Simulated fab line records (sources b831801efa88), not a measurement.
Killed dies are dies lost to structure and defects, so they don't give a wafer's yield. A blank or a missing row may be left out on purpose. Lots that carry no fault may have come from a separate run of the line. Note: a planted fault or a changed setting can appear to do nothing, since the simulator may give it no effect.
fab line records :: flow sky130
[record]
  lots = 6
  wafers = 18
  lastDay = 49
route steps=708 shown VIA1@460
lots that met no fault: taken from a fault-free run of the same line
startH: the number of hours between the record's first day and the start of the first shown wafer of the lot :: waitH: hours elapsed since this lot's preceding step :: " the same as in the row above :: L1.1+2: one row covering several wafers at once :: - either no value or no given start :: * or withheld: withheld :: < > ~ a bound
route shown NAME@n: NAME is a module with steps in the file, n the number in the route of the first one :: usual: mean/standard deviation taken from wafers without a fault :: same: alike in all rows :: chamber/n: place in a boat :: sites: readings site by site :: _std_site: the standard deviation of these :: _edge_site: outer sites' mean less inner sites' :: radiusMm: how far each site lies from the wafer's centre :: mask NAME#n: copy n :: behind: tool/chamber where the wafer was last shaped :: hold: why the lot was held/for how many hours/how that ended :: device: names the non-switching transistor (n, p or np) :: end of line: the tests these same wafers got at the end of their route :: step lacking rows: just its recipe :: killed: dies lost to structure and defects at the first sort, not the wafer's yield :: map: the dies of a wafer, with x for killed, . for not killed, _ for no die there
set.NAME: the setting as run; set.NAME@STEP: as run at that earlier step :: model.NAME: the simulator's own value behind a step, which no gauge read
a table for each step, a row for each wafer; lots at some steps of the route
services: from which hour (startH, from the record's first day; less than 0 if before it) a tool's chamber was out of use, for how many hours, and why
[[steps]]
[step SKY_VIA1_CMP_02]
[recipe]
  material = SiO2
  downForcePsi = 4
  platenRpm = 60
  padVelocityMS = 0.94248
[usual]
  motorCurrentA = 12.1/1
lot.wafer: L981.3
tool: cmp-02
chamber: 0
startH: 823.23
waitH: 0.0
motorCurrentA: 13.0

lot.wafer: L981.4
tool: cmp-02
chamber: 1
startH: 823.23
waitH: 0.0
motorCurrentA: 12.9

lot.wafer: L981.5
tool: cmp-02
chamber: 0
startH: 823.23
waitH: 0.0
motorCurrentA: 13.3

lot.wafer: L982.1
tool: cmp-01
chamber: 2
startH: 825.73
waitH: 0.1
motorCurrentA: 12.1

lot.wafer: L982.2
tool: cmp-01
chamber: 3
startH: 825.73
waitH: 0.1
motorCurrentA: 13.0

lot.wafer: L982.6
tool: cmp-01
chamber: 0
startH: 825.73
waitH: 0.1
motorCurrentA: 9.9

lot.wafer: L989.2
tool: cmp-01
chamber: 1
startH: 876.66
waitH: 0.1
motorCurrentA: 11.4

lot.wafer: L989.5
tool: cmp-01
chamber: 0
startH: 876.66
waitH: 0.1
motorCurrentA: 10.9

lot.wafer: L989.6
tool: cmp-01
chamber: 1
startH: 876.66
waitH: 0.1
motorCurrentA: 11.7

lot.wafer: L990.4
tool: cmp-01
chamber: 3
startH: 883.47
waitH: 0.1
motorCurrentA: 12.7

lot.wafer: L990.1
tool: cmp-01
chamber: 1
startH: 883.47
waitH: 0.1
motorCurrentA: 12.4

lot.wafer: L990.5
tool: cmp-01
chamber: 2
startH: 883.47
waitH: 0.1
motorCurrentA: 12.1

lot.wafer: L992.1
tool: cmp-02
chamber: 3
startH: 902.91
waitH: 0.1
motorCurrentA: 12.4

lot.wafer: L992.6
tool: cmp-02
chamber: 2
startH: 902.91
waitH: 0.1
motorCurrentA: 11.5

lot.wafer: L992.5
tool: cmp-02
chamber: 3
startH: 902.91
waitH: 0.1
motorCurrentA: 13.1

lot.wafer: L993.3
tool: cmp-01
chamber: 1
startH: 905.07
waitH: 0.0
motorCurrentA: 11.1

lot.wafer: L993.4
tool: cmp-01
chamber: 3
startH: 905.07
waitH: 0.0
motorCurrentA: 13.6

lot.wafer: L993.6
tool: cmp-01
chamber: 1
startH: 905.07
waitH: 0.0
motorCurrentA: 11.7
[step SKY_VIA1_BOW_MEAS_03]
[recipe]
  mode = bow
[usual]
  VIA1_BOW = 79/6.7
lot.wafer: L981.3
tool: filmMetro-01
chamber: -
startH: 823.57
waitH: 0.3
VIA1_BOW[um]: 88

lot.wafer: L981.4
tool: filmMetro-01
chamber: -
startH: 823.57
waitH: 0.3
VIA1_BOW[um]: 80

lot.wafer: L981.5
tool: filmMetro-01
chamber: -
startH: 823.57
waitH: 0.3
VIA1_BOW[um]: 75

lot.wafer: L982.1
tool: filmMetro-03
chamber: -
startH: 825.93
waitH: 0.1
VIA1_BOW[um]: 79

lot.wafer: L982.2
tool: filmMetro-03
chamber: -
startH: 825.93
waitH: 0.1
VIA1_BOW[um]: 70

lot.wafer: L982.6
tool: filmMetro-03
chamber: -
startH: 825.93
waitH: 0.1
VIA1_BOW[um]: 73

lot.wafer: L989.2
tool: filmMetro-02
chamber: -
startH: 876.93
waitH: 0.2
VIA1_BOW[um]: 72

lot.wafer: L989.5
tool: filmMetro-02
chamber: -
startH: 876.93
waitH: 0.2
VIA1_BOW[um]: 64

lot.wafer: L989.6
tool: filmMetro-02
chamber: -
startH: 876.93
waitH: 0.2
VIA1_BOW[um]: 85

lot.wafer: L990.1
tool: filmMetro-03
chamber: -
startH: 883.72
waitH: 0.1
VIA1_BOW[um]: 82

lot.wafer: L990.4
tool: filmMetro-03
chamber: -
startH: 883.72
waitH: 0.1
VIA1_BOW[um]: 85

lot.wafer: L990.5
tool: filmMetro-03
chamber: -
startH: 883.72
waitH: 0.1
VIA1_BOW[um]: 78

lot.wafer: L992.1
tool: filmMetro-01
chamber: -
startH: 903.16
waitH: 0.2
VIA1_BOW[um]: 73

lot.wafer: L992.5
tool: filmMetro-01
chamber: -
startH: 903.16
waitH: 0.2
VIA1_BOW[um]: 87

lot.wafer: L992.6
tool: filmMetro-01
chamber: -
startH: 903.16
waitH: 0.2
VIA1_BOW[um]: 81

lot.wafer: L993.3
tool: filmMetro-02
chamber: -
startH: 905.41
waitH: 0.3
VIA1_BOW[um]: 92

lot.wafer: L993.4
tool: filmMetro-02
chamber: -
startH: 905.41
waitH: 0.3
VIA1_BOW[um]: 82

lot.wafer: L993.6
tool: filmMetro-02
chamber: -
startH: 905.41
waitH: 0.3
VIA1_BOW[um]: 82
[step SKY_VIA1_DEHYDRATE_04]
[recipe]
  tempC = 200
  timeS = 60
[step SKY_VIA1_HMDS_05]
[recipe]
  primeTimeS = 60
  primeTempC = 120
[step SKY_VIA1_COAT_06]
[recipe]
  resist = BARC
  tempC = withheld
  timeS = withheld
  spinRpm = 3000
  resistThkNm = 60
[step SKY_VIA1_COAT_07]
[recipe]
  resist = KrF-thick
  spinRpm = 3000
  resistThkNm = 450
[step SKY_VIA1_SOFTBAKE_08]
[recipe]
  tempC = 100
  timeS = 90
  resist = KrF-thick
[step SKY_VIA1_EXPOSE_09]
[recipe]
  maskId = VIM
  na = 0.8
  sourceShape = annular
  sigmaInner = 0.55
  sigmaOuter = 0.85
  targetCdNm = 150
  doseMj = 38
[step SKY_VIA1_PEB_10]
[recipe]
  pebTempC = withheld
  pebTimeS = withheld
  resist = KrF-thick
[step SKY_VIA1_DEVELOP_11]
[recipe]
  developTimeS = 60
  resist = KrF-thick
  devTempC = 21
[step SKY_VIA1_CD_MEAS_12]
[recipe]
  targetCdNm = 150
[usual]
  cdNm = 149.5/1.4
lot.wafer: L981.3
tool: cdSem-01
chamber: -
startH: 850.66
waitH: -
cdNm: 149.4

lot.wafer: L981.4
tool: cdSem-01
chamber: -
startH: 850.66
waitH: -
cdNm: 148.3

lot.wafer: L981.5
tool: cdSem-01
chamber: -
startH: 850.66
waitH: -
cdNm: 149.9

lot.wafer: L982.1
tool: cdSem-02
chamber: -
startH: 851.57
waitH: -
cdNm: 149.9

lot.wafer: L982.2
tool: cdSem-02
chamber: -
startH: 851.57
waitH: -
cdNm: 150.8

lot.wafer: L982.6
tool: cdSem-02
chamber: -
startH: 851.57
waitH: -
cdNm: 149.7

lot.wafer: L989.2
tool: cdSem-02
chamber: -
startH: 902.89
waitH: -
cdNm: 150.4

lot.wafer: L989.5
tool: cdSem-02
chamber: -
startH: 902.89
waitH: -
cdNm: 150.2

lot.wafer: L989.6
tool: cdSem-02
chamber: -
startH: 902.89
waitH: -
cdNm: 150.1

lot.wafer: L990.1
tool: cdSem-02
chamber: -
startH: 909.07
waitH: -
cdNm: 149.0

lot.wafer: L990.4
tool: cdSem-02
chamber: -
startH: 909.07
waitH: -
cdNm: 147.8

lot.wafer: L990.5
tool: cdSem-02
chamber: -
startH: 909.07
waitH: -
cdNm: 149.0

lot.wafer: L992.1
tool: cdSem-02
chamber: -
startH: 927.22
waitH: -
cdNm: 149.3

lot.wafer: L992.5
tool: cdSem-02
chamber: -
startH: 927.22
waitH: -
cdNm: 149.6

lot.wafer: L992.6
tool: cdSem-02
chamber: -
startH: 927.22
waitH: -
cdNm: 150.7

lot.wafer: L993.3
tool: cdSem-02
chamber: -
startH: 930.05
waitH: -
cdNm: 147.1

lot.wafer: L993.4
tool: cdSem-02
chamber: -
startH: 930.05
waitH: -
cdNm: 147.8

lot.wafer: L993.6
tool: cdSem-02
chamber: -
startH: 930.05
waitH: -
cdNm: 150.4
[step SKY_VIA1_OVL_MEAS_13]
[usual]
  VIA1_OVL = 4/5.5
lot.wafer: L981.3
tool: overlay-02
chamber: -
startH: 850.75
waitH: 0.1
VIA1_OVL[nm]: -8

lot.wafer: L981.4
tool: overlay-02
chamber: -
startH: 850.75
waitH: 0.1
VIA1_OVL[nm]: 3

lot.wafer: L981.5
tool: overlay-02
chamber: -
startH: 850.75
waitH: 0.1
VIA1_OVL[nm]: 2

lot.wafer: L982.1
tool: overlay-01
chamber: -
startH: 851.69
waitH: 0.1
VIA1_OVL[nm]: -1

lot.wafer: L982.2
tool: overlay-01
chamber: -
startH: 851.69
waitH: 0.1
VIA1_OVL[nm]: 4

lot.wafer: L982.6
tool: overlay-01
chamber: -
startH: 851.69
waitH: 0.1
VIA1_OVL[nm]: 2

lot.wafer: L989.2
tool: overlay-02
chamber: -
startH: 903.00
waitH: 0.1
VIA1_OVL[nm]: 6

lot.wafer: L989.5
tool: overlay-02
chamber: -
startH: 903.00
waitH: 0.1
VIA1_OVL[nm]: 12

lot.wafer: L989.6
tool: overlay-02
chamber: -
startH: 903.00
waitH: 0.1
VIA1_OVL[nm]: 7

lot.wafer: L990.1
tool: overlay-01
chamber: -
startH: 909.19
waitH: 0.1
VIA1_OVL[nm]: 4

lot.wafer: L990.4
tool: overlay-01
chamber: -
startH: 909.19
waitH: 0.1
VIA1_OVL[nm]: 13

lot.wafer: L990.5
tool: overlay-01
chamber: -
startH: 909.19
waitH: 0.1
VIA1_OVL[nm]: 8

lot.wafer: L992.1
tool: overlay-02
chamber: -
startH: 927.34
waitH: 0.1
VIA1_OVL[nm]: 0

lot.wafer: L992.5
tool: overlay-02
chamber: -
startH: 927.34
waitH: 0.1
VIA1_OVL[nm]: 1

lot.wafer: L992.6
tool: overlay-02
chamber: -
startH: 927.34
waitH: 0.1
VIA1_OVL[nm]: 2

lot.wafer: L993.3
tool: overlay-01
chamber: -
startH: 930.14
waitH: 0.1
VIA1_OVL[nm]: 2

lot.wafer: L993.4
tool: overlay-01
chamber: -
startH: 930.14
waitH: 0.1
VIA1_OVL[nm]: 13

lot.wafer: L993.6
tool: overlay-01
chamber: -
startH: 930.14
waitH: 0.1
VIA1_OVL[nm]: 0
[step SKY_VIA1_ETCH_14]
[recipe]
  chemistry = N2/H2
  target = BARC
  ionEnergyEv = 200
  sourceW = 500
  biasW = 100
  pressureMtorr = 30
  n2FlowSccm = 100
  h2FlowSccm = 200
  stopOn = SiO2
  timeS = 45.9
  targetDepthA = 600
[usual]
  drypumpMotorCurrentA = 5.99/0.17
  oesProductAu = 0.855/0.005
  runLengthS = 74.4/0.51
  throttleValvePct = 13.225/0.0098
lot.wafer: L981.3
tool: rieDiel-01
chamber: 0
startH: 850.78
waitH: 0.0
drypumpMotorCurrentA: 6.11
oesProductAu: 0.855
rfHoursCounterH: 7
runLengthS: 74.9
throttleValvePct: 13.236
model.etch.depthNm: 60.25
model.KrF-thick_of_VIA1_COAT_07.thkNm: 394
model.VIA1.cdNm: 150.4

lot.wafer: L981.4
tool: rieDiel-01
chamber: 3
startH: 850.78
waitH: 0.0
drypumpMotorCurrentA: 5.88
oesProductAu: 0.858
rfHoursCounterH: 8
runLengthS: 74.8
throttleValvePct: 13.215
model.etch.depthNm: 60.23
model.KrF-thick_of_VIA1_COAT_07.thkNm: 393.4
model.VIA1.cdNm: 148

lot.wafer: L981.5
tool: rieDiel-01
chamber: 3
startH: 850.78
waitH: 0.0
drypumpMotorCurrentA: 5.89
oesProductAu: 0.862
rfHoursCounterH: -
runLengthS: 74.9
throttleValvePct: 13.230
model.etch.depthNm: 60.13
model.KrF-thick_of_VIA1_COAT_07.thkNm: 394.1
model.VIA1.cdNm: 149.1

lot.wafer: L982.1
tool: rieDiel-03
chamber: 1
startH: 851.73
waitH: 0.0
drypumpMotorCurrentA: 5.86
oesProductAu: 0.859
rfHoursCounterH: 10
runLengthS: 74.8
throttleValvePct: 13.222
model.etch.depthNm: 60.24
model.KrF-thick_of_VIA1_COAT_07.thkNm: 394
model.VIA1.cdNm: 149.3

lot.wafer: L982.2
tool: rieDiel-03
chamber: 3
startH: 851.73
waitH: 0.0
drypumpMotorCurrentA: 5.95
oesProductAu: 0.854
rfHoursCounterH: 13
runLengthS: 74.7
throttleValvePct: 13.224
model.etch.depthNm: 60.15
model.KrF-thick_of_VIA1_COAT_07.thkNm: 395.2
model.VIA1.cdNm: 150.7

lot.wafer: L982.6
tool: rieDiel-03
chamber: 0
startH: 851.73
waitH: 0.0
drypumpMotorCurrentA: 5.88
oesProductAu: 0.856
rfHoursCounterH: -
runLengthS: 73.9
throttleValvePct: 13.230
model.etch.depthNm: 60.16
model.KrF-thick_of_VIA1_COAT_07.thkNm: 394.4
model.VIA1.cdNm: 149

lot.wafer: L989.2
tool: rieDiel-03
chamber: 1
startH: 903.03
waitH: 0.0
drypumpMotorCurrentA: 5.84
oesProductAu: 0.994
rfHoursCounterH: 11
runLengthS: 50.9
throttleValvePct: 13.241
model.etch.depthNm: 38.39
model.KrF-thick_of_VIA1_COAT_07.thkNm: 414
model.VIA1.cdNm: 145.7

lot.wafer: L989.5
tool: rieDiel-03
chamber: 2
startH: 903.03
waitH: 0.0
drypumpMotorCurrentA: 6.07
oesProductAu: 0.993
rfHoursCounterH: -
runLengthS: 50.8
throttleValvePct: 13.249
model.etch.depthNm: 37.42
model.KrF-thick_of_VIA1_COAT_07.thkNm: 416.4
model.VIA1.cdNm: 145.9

lot.wafer: L989.6
tool: rieDiel-03
chamber: 1
startH: 903.03
waitH: 0.0
drypumpMotorCurrentA: 5.83
oesProductAu: 1.010
rfHoursCounterH: -
runLengthS: 51.0
throttleValvePct: 13.246
model.etch.depthNm: 38.63
model.KrF-thick_of_VIA1_COAT_07.thkNm: 414.6
model.VIA1.cdNm: 145.4

lot.wafer: L990.1
tool: rieDiel-03
chamber: 3
startH: 909.23
waitH: 0.0
drypumpMotorCurrentA: 5.97
oesProductAu: 0.846
rfHoursCounterH: 14
runLengthS: 74.9
throttleValvePct: 13.224
model.etch.depthNm: 59.75
model.KrF-thick_of_VIA1_COAT_07.thkNm: 389.7
model.VIA1.cdNm: 149.7

lot.wafer: L990.4
tool: rieDiel-03
chamber: 0
startH: 909.23
waitH: 0.0
drypumpMotorCurrentA: 5.87
oesProductAu: 0.850
rfHoursCounterH: 13
runLengthS: 74.2
throttleValvePct: 13.208
model.etch.depthNm: 60.05
model.KrF-thick_of_VIA1_COAT_07.thkNm: 391.6
model.VIA1.cdNm: 147.7

lot.wafer: L990.5
tool: rieDiel-03
chamber: 2
startH: 909.23
waitH: 0.0
drypumpMotorCurrentA: 6.11
oesProductAu: 0.984
rfHoursCounterH: -
runLengthS: 50.3
throttleValvePct: 13.230
model.etch.depthNm: 37.29
model.KrF-thick_of_VIA1_COAT_07.thkNm: 414.5
model.VIA1.cdNm: 144.7

lot.wafer: L992.1
tool: rieDiel-01
chamber: 1
startH: 927.37
waitH: 0.0
drypumpMotorCurrentA: 6.34
oesProductAu: 0.849
rfHoursCounterH: 5
runLengthS: 74.2
throttleValvePct: 13.221
model.etch.depthNm: 59.9
model.KrF-thick_of_VIA1_COAT_07.thkNm: 393.1
model.VIA1.cdNm: 148.8

lot.wafer: L992.5
tool: rieDiel-01
chamber: 3
startH: 927.37
waitH: 0.0
drypumpMotorCurrentA: 5.90
oesProductAu: 0.853
rfHoursCounterH: -
runLengthS: 74.8
throttleValvePct: 13.235
model.etch.depthNm: 59.99
model.KrF-thick_of_VIA1_COAT_07.thkNm: 390.4
model.VIA1.cdNm: 149.3

lot.wafer: L992.6
tool: rieDiel-01
chamber: 1
startH: 927.37
waitH: 0.0
drypumpMotorCurrentA: 6.37
oesProductAu: 0.861
rfHoursCounterH: -
runLengthS: 73.9
throttleValvePct: 13.223
model.etch.depthNm: 59.92
model.KrF-thick_of_VIA1_COAT_07.thkNm: 392.4
model.VIA1.cdNm: 150

lot.wafer: L993.3
tool: rieDiel-02
chamber: 2
startH: 930.17
waitH: 0.0
drypumpMotorCurrentA: 6.05
oesProductAu: 0.856
rfHoursCounterH: 1
runLengthS: 74.5
throttleValvePct: 13.234
model.etch.depthNm: 60.13
model.KrF-thick_of_VIA1_COAT_07.thkNm: 389.8
model.VIA1.cdNm: 148

lot.wafer: L993.4
tool: rieDiel-02
chamber: 3
startH: 930.17
waitH: 0.0
drypumpMotorCurrentA: 5.98
oesProductAu: 0.859
rfHoursCounterH: 21
runLengthS: 74.3
throttleValvePct: 13.225
model.etch.depthNm: 60.22
model.KrF-thick_of_VIA1_COAT_07.thkNm: 390.1
model.VIA1.cdNm: 146.7

lot.wafer: L993.6
tool: rieDiel-02
chamber: 1
startH: 930.17
waitH: 0.0
drypumpMotorCurrentA: 5.91
oesProductAu: 0.860
rfHoursCounterH: -
runLengthS: 74.3
throttleValvePct: 13.232
model.etch.depthNm: 60.18
model.KrF-thick_of_VIA1_COAT_07.thkNm: 390.1
model.VIA1.cdNm: 148.7
[step SKY_VIA1_ETCH_15]
[recipe]
  target = SiO2
  chemistry = C4F8/O2/Ar
  targetDepthNm = 351
  stopOn = TiN
  maskMaterial = KrF-thick
  sourceW = 1500
  biasW = 1200
  pressureMtorr = 40
  c4f8FlowSccm = withheld
  O2_flow_sccm = 6
  Ar_flow_sccm = 300
  timeS = 54
[usual]
  oesProductAu = 0.974/0.006
  runLengthS = 82.5/0.54
lot.wafer: L981.3
tool: rieDiel-01
chamber: 0
startH: 850.82
waitH: 0.0
oesProductAu: 0.972
rfHoursCounterH: 7
runLengthS: 83.3
model.KrF-thick_of_VIA1_COAT_07.thkNm: 324

lot.wafer: L981.4
tool: rieDiel-01
chamber: 3
startH: 850.82
waitH: 0.0
oesProductAu: 0.979
rfHoursCounterH: 8
runLengthS: 83.1
model.KrF-thick_of_VIA1_COAT_07.thkNm: 324.3

lot.wafer: L981.5
tool: rieDiel-01
chamber: 3
startH: 850.82
waitH: 0.0
oesProductAu: 0.963
rfHoursCounterH: -
runLengthS: 82.9
model.KrF-thick_of_VIA1_COAT_07.thkNm: 324.8

lot.wafer: L982.1
tool: rieDiel-03
chamber: 1
startH: 851.77
waitH: 0.0
oesProductAu: 0.974
rfHoursCounterH: 10
runLengthS: 82.7
model.KrF-thick_of_VIA1_COAT_07.thkNm: 323.4

lot.wafer: L982.2
tool: rieDiel-03
chamber: 3
startH: 851.77
waitH: 0.0
oesProductAu: 0.981
rfHoursCounterH: 13
runLengthS: 83.0
model.KrF-thick_of_VIA1_COAT_07.thkNm: 324.5

lot.wafer: L982.6
tool: rieDiel-03
chamber: 0
startH: 851.77
waitH: 0.0
oesProductAu: 0.974
rfHoursCounterH: -
runLengthS: 82.1
model.KrF-thick_of_VIA1_COAT_07.thkNm: 324.1

lot.wafer: L989.2
tool: rieDiel-03
chamber: 1
startH: 903.07
waitH: 0.0
oesProductAu: 0.375
rfHoursCounterH: 11
runLengthS: 82.6
model.KrF-thick_of_VIA1_COAT_07.thkNm: 342.3

lot.wafer: L989.5
tool: rieDiel-03
chamber: 2
startH: 903.07
waitH: 0.0
oesProductAu: 0.376
rfHoursCounterH: -
runLengthS: 82.6
model.KrF-thick_of_VIA1_COAT_07.thkNm: 347

lot.wafer: L989.6
tool: rieDiel-03
chamber: 1
startH: 903.07
waitH: 0.0
oesProductAu: 0.372
rfHoursCounterH: -
runLengthS: 82.5
model.KrF-thick_of_VIA1_COAT_07.thkNm: 343.6

lot.wafer: L990.1
tool: rieDiel-03
chamber: 3
startH: 909.27
waitH: 0.0
oesProductAu: 0.985
rfHoursCounterH: 14
runLengthS: 83.0
model.KrF-thick_of_VIA1_COAT_07.thkNm: 319.8

lot.wafer: L990.4
tool: rieDiel-03
chamber: 0
startH: 909.27
waitH: 0.0
oesProductAu: 0.970
rfHoursCounterH: 13
runLengthS: 82.4
model.KrF-thick_of_VIA1_COAT_07.thkNm: 322.5

lot.wafer: L990.5
tool: rieDiel-03
chamber: 2
startH: 909.27
waitH: 0.0
oesProductAu: 0.374
rfHoursCounterH: -
runLengthS: 82.5
model.KrF-thick_of_VIA1_COAT_07.thkNm: 346.7

lot.wafer: L992.1
tool: rieDiel-01
chamber: 1
startH: 927.42
waitH: 0.0
oesProductAu: 0.981
rfHoursCounterH: 5
runLengthS: 82.1
model.KrF-thick_of_VIA1_COAT_07.thkNm: 323.4

lot.wafer: L992.5
tool: rieDiel-01
chamber: 3
startH: 927.42
waitH: 0.0
oesProductAu: 0.978
rfHoursCounterH: -
runLengthS: 82.9
model.KrF-thick_of_VIA1_COAT_07.thkNm: 319.8

lot.wafer: L992.6
tool: rieDiel-01
chamber: 1
startH: 927.42
waitH: 0.0
oesProductAu: 0.970
rfHoursCounterH: -
runLengthS: 82.2
model.KrF-thick_of_VIA1_COAT_07.thkNm: 322.6

lot.wafer: L993.3
tool: rieDiel-02
chamber: 2
startH: 930.21
waitH: 0.0
oesProductAu: 0.970
rfHoursCounterH: 1
runLengthS: 82.2
model.KrF-thick_of_VIA1_COAT_07.thkNm: 317.3

lot.wafer: L993.4
tool: rieDiel-02
chamber: 3
startH: 930.21
waitH: 0.0
oesProductAu: 0.980
rfHoursCounterH: 21
runLengthS: 82.3
model.KrF-thick_of_VIA1_COAT_07.thkNm: 318.4

lot.wafer: L993.6
tool: rieDiel-02
chamber: 1
startH: 930.21
waitH: 0.0
oesProductAu: 0.979
rfHoursCounterH: -
runLengthS: 82.8
model.KrF-thick_of_VIA1_COAT_07.thkNm: 320.1
[step SKY_VIA1_STRIP_16]
[recipe]
  chemistry = O2/N2
  powerW = 1400
  pressureMtorr = 1500
  platenTempC = withheld
  o2FlowSccm = 3000
  n2FlowSccm = 300
  overashFraction = 0.5
[usual]
  drypumpMotorCurrentA = 5.85/0.22
  oesProductAu = 0.416/0.0052
  stripTimeToEndpointS = 4.459/0.022
lot.wafer: L981.3
tool: plasmaAsher-03
chamber: 1
startH: 850.90
waitH: 0.1
drypumpMotorCurrentA: 6.26
oesProductAu: 0.424
rfHoursCounterH: -
stripTimeToEndpointS: 4.475

lot.wafer: L981.4
tool: plasmaAsher-03
chamber: 0
startH: 850.90
waitH: 0.1
drypumpMotorCurrentA: 6.20
oesProductAu: 0.423
rfHoursCounterH: -
stripTimeToEndpointS: 4.480

lot.wafer: L981.5
tool: plasmaAsher-03
chamber: 1
startH: 850.90
waitH: 0.1
drypumpMotorCurrentA: 6.26
oesProductAu: 0.425
rfHoursCounterH: -
stripTimeToEndpointS: 4.481

lot.wafer: L982.1
tool: plasmaAsher-02
chamber: 0
startH: 851.82
waitH: 0.0
drypumpMotorCurrentA: 5.82
oesProductAu: 0.414
rfHoursCounterH: 41
stripTimeToEndpointS: 4.477

lot.wafer: L982.2
tool: plasmaAsher-02
chamber: 1
startH: 851.82
waitH: 0.0
drypumpMotorCurrentA: 5.76
oesProductAu: 0.404
rfHoursCounterH: 41
stripTimeToEndpointS: 4.487

lot.wafer: L982.6
tool: plasmaAsher-02
chamber: 1
startH: 851.82
waitH: 0.0
drypumpMotorCurrentA: 5.76
oesProductAu: 0.419
rfHoursCounterH: -
stripTimeToEndpointS: 4.485

lot.wafer: L989.2
tool: plasmaAsher-03
chamber: 0
startH: 903.12
waitH: 0.0
drypumpMotorCurrentA: 6.17
oesProductAu: 0.424
rfHoursCounterH: 110
stripTimeToEndpointS: 4.662

lot.wafer: L989.5
tool: plasmaAsher-03
chamber: 1
startH: 903.12
waitH: 0.0
drypumpMotorCurrentA: 6.27
oesProductAu: 0.427
rfHoursCounterH: -
stripTimeToEndpointS: 4.704

lot.wafer: L989.6
tool: plasmaAsher-03
chamber: 0
startH: 903.12
waitH: 0.0
drypumpMotorCurrentA: 6.20
oesProductAu: 0.428
rfHoursCounterH: -
stripTimeToEndpointS: 4.671

lot.wafer: L990.1
tool: plasmaAsher-04
chamber: 0
startH: 909.32
waitH: 0.0
drypumpMotorCurrentA: 5.97
oesProductAu: 0.418
rfHoursCounterH: 16
stripTimeToEndpointS: 4.435

lot.wafer: L990.4
tool: plasmaAsher-04
chamber: 0
startH: 909.32
waitH: 0.0
drypumpMotorCurrentA: 5.99
oesProductAu: 0.415
rfHoursCounterH: -
stripTimeToEndpointS: 4.437

lot.wafer: L990.5
tool: plasmaAsher-04
chamber: 0
startH: 909.32
waitH: 0.0
drypumpMotorCurrentA: 5.97
oesProductAu: 0.422
rfHoursCounterH: -
stripTimeToEndpointS: 4.715

lot.wafer: L992.1
tool: plasmaAsher-02
chamber: 1
startH: 927.46
waitH: 0.0
drypumpMotorCurrentA: 5.77
oesProductAu: 0.408
rfHoursCounterH: 48
stripTimeToEndpointS: 4.468

lot.wafer: L992.5
tool: plasmaAsher-02
chamber: 0
startH: 927.46
waitH: 0.0
drypumpMotorCurrentA: 5.82
oesProductAu: 0.424
rfHoursCounterH: -
stripTimeToEndpointS: 4.427

lot.wafer: L992.6
tool: plasmaAsher-02
chamber: 1
startH: 927.46
waitH: 0.0
drypumpMotorCurrentA: 5.76
oesProductAu: 0.415
rfHoursCounterH: -
stripTimeToEndpointS: 4.437

lot.wafer: L993.3
tool: plasmaAsher-02
chamber: 0
startH: 930.29
waitH: 0.1
drypumpMotorCurrentA: 5.83
oesProductAu: 0.404
rfHoursCounterH: -
stripTimeToEndpointS: 4.412

lot.wafer: L993.4
tool: plasmaAsher-02
chamber: 1
startH: 930.29
waitH: 0.1
drypumpMotorCurrentA: 5.77
oesProductAu: 0.406
rfHoursCounterH: -
stripTimeToEndpointS: 4.426

lot.wafer: L993.6
tool: plasmaAsher-02
chamber: 0
startH: 930.29
waitH: 0.1
drypumpMotorCurrentA: 5.84
oesProductAu: 0.421
rfHoursCounterH: -
stripTimeToEndpointS: 4.436
[step SKY_VIA1_STRIP_17]
[recipe]
  chemistry = postEtchResidueRemover
  timeS = 1200
  tempC = 72.5
[[services]]
tool: cmp-02
chamber: -
startH: 801.93
hours: 0.5
kind: repair

tool: plasmaAsher-02
chamber: -
startH: 803.04
hours: 0.3
kind: repair

tool: rieDiel-03
chamber: 0
startH: 811.39
hours: 5.6
kind: repair

tool: rieDiel-02
chamber: 1
startH: 812.84
hours: 2.3
kind: repair

tool: cmp-01
chamber: -
startH: 819.60
hours: 4.5
kind: pm

tool: rieDiel-02
chamber: 1
startH: 835.60
hours: -
kind: clean

tool: rieDiel-02
chamber: 1
startH: 835.60
hours: 26.3
kind: scheduledDown

tool: rieDiel-02
chamber: 1
startH: 835.60
hours: 26.3
kind: ventCycle

tool: cmp-01
chamber: -
startH: 840.28
hours: 1.9
kind: repair

tool: cmp-02
chamber: -
startH: 857.17
hours: 2.1
kind: repair

tool: rieDiel-01
chamber: 0
startH: 858.52
hours: 6.9
kind: repair

tool: rieDiel-03
chamber: 0
startH: 865.09
hours: 4.3
kind: repair

tool: rieDiel-03
chamber: 2
startH: 869.54
hours: 1.7
kind: repair

tool: rieDiel-03
chamber: -
startH: 869.75
hours: 2.8
kind: pm

tool: rieDiel-02
chamber: 2
startH: 870.91
hours: -
kind: clean

tool: rieDiel-02
chamber: 2
startH: 870.91
hours: 21.2
kind: scheduledDown

tool: rieDiel-02
chamber: 2
startH: 870.91
hours: 21.2
kind: ventCycle

tool: rieDiel-02
chamber: 3
startH: 879.52
hours: 4.5
kind: repair

tool: cmp-02
chamber: -
startH: 912.00
hours: 4.0
kind: pm

tool: rieDiel-01
chamber: 2
startH: 912.47
hours: 45.0
kind: repair

tool: cmp-02
chamber: -
startH: 916.00
hours: -
kind: consumableReplace:conditioner

tool: cmp-02
chamber: -
startH: 916.00
hours: -
kind: consumableReplace:pad

tool: plasmaAsher-02
chamber: -
startH: 917.19
hours: 4.8
kind: repair
[[key]]
[firstSign]
  step = SKY_VIA1_ETCH_14
  reading = runLengthS
  direction = down
  sigmas = 47
  usual = *
  struck = *
[effect]
  step = SKY_VIA1_ETCH_14
  reading = oesProductAu
  direction = up
  sigmas = 28
  usual = 0.855
  struck = 0.995
[effect]
  step = SKY_VIA1_ETCH_15
  reading = oesProductAu
  direction = down
  sigmas = 99+
  usual = 0.974
  struck = 0.374
[effect]
  step = SKY_VIA1_STRIP_16
  reading = stripTimeToEndpointS
  direction = up
  sigmas = 11
  usual = *
  struck = *
[modelEffect]
  step = SKY_VIA1_ETCH_14
  value = etch.depthNm
  without = 60.17
  struck = 37.93
[modelEffect]
  step = SKY_VIA1_ETCH_15
  value = KrF-thick_of_VIA1_COAT_07.thkNm
  without = 322.9
  struck = 344.9
metAt SKY_VIA1_ETCH_14
struckWafers L989.2,L989.5,L989.6,L990.5
laterRowsLeftOut L989.2,L989.5,L989.6
sortLeftOut L989.2,L989.5,L989.6,L990.5
onsetBetween 851.73 903.03
[fault]
  kind = processParameterDrift
  tool = rieDiel-03
  chamber = -
  onsetH = 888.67
  steps = SKY_VIA1_ETCH_14
  channel = timeS
  offset = *
  shape = step
  endH = 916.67
  scope = struckWafersOnly
  actsIn = *
  stated = *
// sortLeftOut: the simulated sort isn't trusted on such a fault, so these wafers' sort isn't shown, and their yield isn't known
// laterRowsLeftOut: the simulator's readings of these wafers behind a module that went badly wrong aren't trusted and aren't shown, but for the sort
